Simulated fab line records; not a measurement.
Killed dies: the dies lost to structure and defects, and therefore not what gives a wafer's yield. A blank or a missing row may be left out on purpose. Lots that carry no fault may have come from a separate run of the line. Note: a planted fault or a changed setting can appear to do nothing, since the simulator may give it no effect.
Matching of chambers / flow gf180mcu / cmp-02 running GF_V2_CMP_26: 4 sister chambers
The step polishes, stops on SiO2, t overpolish 15 s, target thk 0 nm. 16 wafers are shown with their chamber, then 8 later ones without.

== WAFERS WITH THEIR CHAMBER ==
wafer=L407.4; chamber=3; motor_current_A (A)=11.4; time_to_endpoint_s (s)=73; slurry_filter_dp_kPa (kPa)=13.54
wafer=L407.5; chamber=3; motor_current_A (A)=11.3; time_to_endpoint_s (s)=76; slurry_filter_dp_kPa (kPa)=13.52
wafer=L407.6; chamber=0; motor_current_A (A)=9.9; time_to_endpoint_s (s)=81; slurry_filter_dp_kPa (kPa)=13.38
wafer=L412.2; chamber=3; motor_current_A (A)=12.1; time_to_endpoint_s (s)=80; slurry_filter_dp_kPa (kPa)=13.25
wafer=L412.4; chamber=2; motor_current_A (A)=11.3; time_to_endpoint_s (s)=85; slurry_filter_dp_kPa (kPa)=13.52
wafer=L412.6; chamber=1; motor_current_A (A)=11.0; time_to_endpoint_s (s)=77; slurry_filter_dp_kPa (kPa)=13.29
wafer=L422.2; chamber=0; motor_current_A (A)=10.2; time_to_endpoint_s (s)=86; slurry_filter_dp_kPa (kPa)=13.39
wafer=L422.5; chamber=0; motor_current_A (A)=10.7; time_to_endpoint_s (s)=86; slurry_filter_dp_kPa (kPa)=13.67
wafer=L422.6; chamber=3; motor_current_A (A)=12.0; time_to_endpoint_s (s)=80; slurry_filter_dp_kPa (kPa)=13.46
wafer=L424.2; chamber=3; motor_current_A (A)=12.0; time_to_endpoint_s (s)=79; slurry_filter_dp_kPa (kPa)=13.48
wafer=L424.5; chamber=1; motor_current_A (A)=11.2; time_to_endpoint_s (s)=79; slurry_filter_dp_kPa (kPa)=13.26
wafer=L424.6; chamber=2; motor_current_A (A)=11.4; time_to_endpoint_s (s)=83; slurry_filter_dp_kPa (kPa)=13.80
wafer=L425.1; chamber=1; motor_current_A (A)=11.2; time_to_endpoint_s (s)=81; slurry_filter_dp_kPa (kPa)=13.71
wafer=L425.4; chamber=3; motor_current_A (A)=11.1; time_to_endpoint_s (s)=83; slurry_filter_dp_kPa (kPa)=13.45
wafer=L425.5; chamber=0; motor_current_A (A)=10.7; time_to_endpoint_s (s)=82; slurry_filter_dp_kPa (kPa)=13.68
wafer=L426.1; chamber=2; motor_current_A (A)=11.9; time_to_endpoint_s (s)=84; slurry_filter_dp_kPa (kPa)=13.53

SIGNATURES (means of the wafers above)
reading=motor_current_A; chamber 0=10.375; chamber 1=11.133; chamber 2=11.533; chamber 3=11.650; scatter within a chamber=0.369
reading=time_to_endpoint_s; chamber 0=83.75; chamber 1=79.00; chamber 2=84.00; chamber 3=78.50; scatter within a chamber=2.77
reading=slurry_filter_dp_kPa; chamber 0=13.5300; chamber 1=13.4200; chamber 2=13.6167; chamber 3=13.4500; scatter within a chamber=0.162
Rule: for a wafer and a chamber, the distance is found by dividing, reading by reading, the gap between the wafer's reading and the chamber's mean by the reading's scatter, squaring, summing and taking the root. The wafer belongs to the nearest chamber; if the next one is less than 2 further off, it can't be placed. How the scatter is found: for the shown wafers, subtract from each reading the mean of its chamber, square and add these, divide the total by (wafers less chambers), then take the root.

== WAFERS MISSING THEIR CHAMBER ==
wafer=L426.2; motor_current_A (A)=12.0; time_to_endpoint_s (s)=77; slurry_filter_dp_kPa (kPa)=13.48
wafer=L426.6; motor_current_A (A)=11.1; time_to_endpoint_s (s)=85; slurry_filter_dp_kPa (kPa)=13.43
wafer=L427.1; motor_current_A (A)=11.4; time_to_endpoint_s (s)=82; slurry_filter_dp_kPa (kPa)=13.48
wafer=L427.4; motor_current_A (A)=11.9; time_to_endpoint_s (s)=87; slurry_filter_dp_kPa (kPa)=13.35
wafer=L427.6; motor_current_A (A)=10.9; time_to_endpoint_s (s)=85; slurry_filter_dp_kPa (kPa)=13.80
wafer=L428.2; motor_current_A (A)=11.6; time_to_endpoint_s (s)=81; slurry_filter_dp_kPa (kPa)=13.53
wafer=L428.3; motor_current_A (A)=10.7; time_to_endpoint_s (s)=85; slurry_filter_dp_kPa (kPa)=13.52
wafer=L428.5; motor_current_A (A)=9.7; time_to_endpoint_s (s)=83; slurry_filter_dp_kPa (kPa)=13.73

== EACH ONE'S CHAMBER ==
wafer=L426.2; from the rows above=can't be placed: 3 or 1 or 2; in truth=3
wafer=L426.6; from the rows above=can't be placed: 2 or 0 or 1 or 3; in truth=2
wafer=L427.1; from the rows above=can't be placed: 2 or 1 or 3 or 0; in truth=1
wafer=L427.4; from the rows above=can't be placed: 2 or 3 or 1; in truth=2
wafer=L427.6; from the rows above=can't be placed: 2 or 0 or 1 or 3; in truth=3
wafer=L428.2; from the rows above=can't be placed: 3 or 2 or 1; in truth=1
wafer=L428.3; from the rows above=can't be placed: 0 or 2 or 1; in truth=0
wafer=L428.5; from the rows above=0; in truth=0
Correct placement for 1 of the 8. Not placeable from these rows: 7 (in 7, the candidates include the true chamber). Placed wrongly: 0.
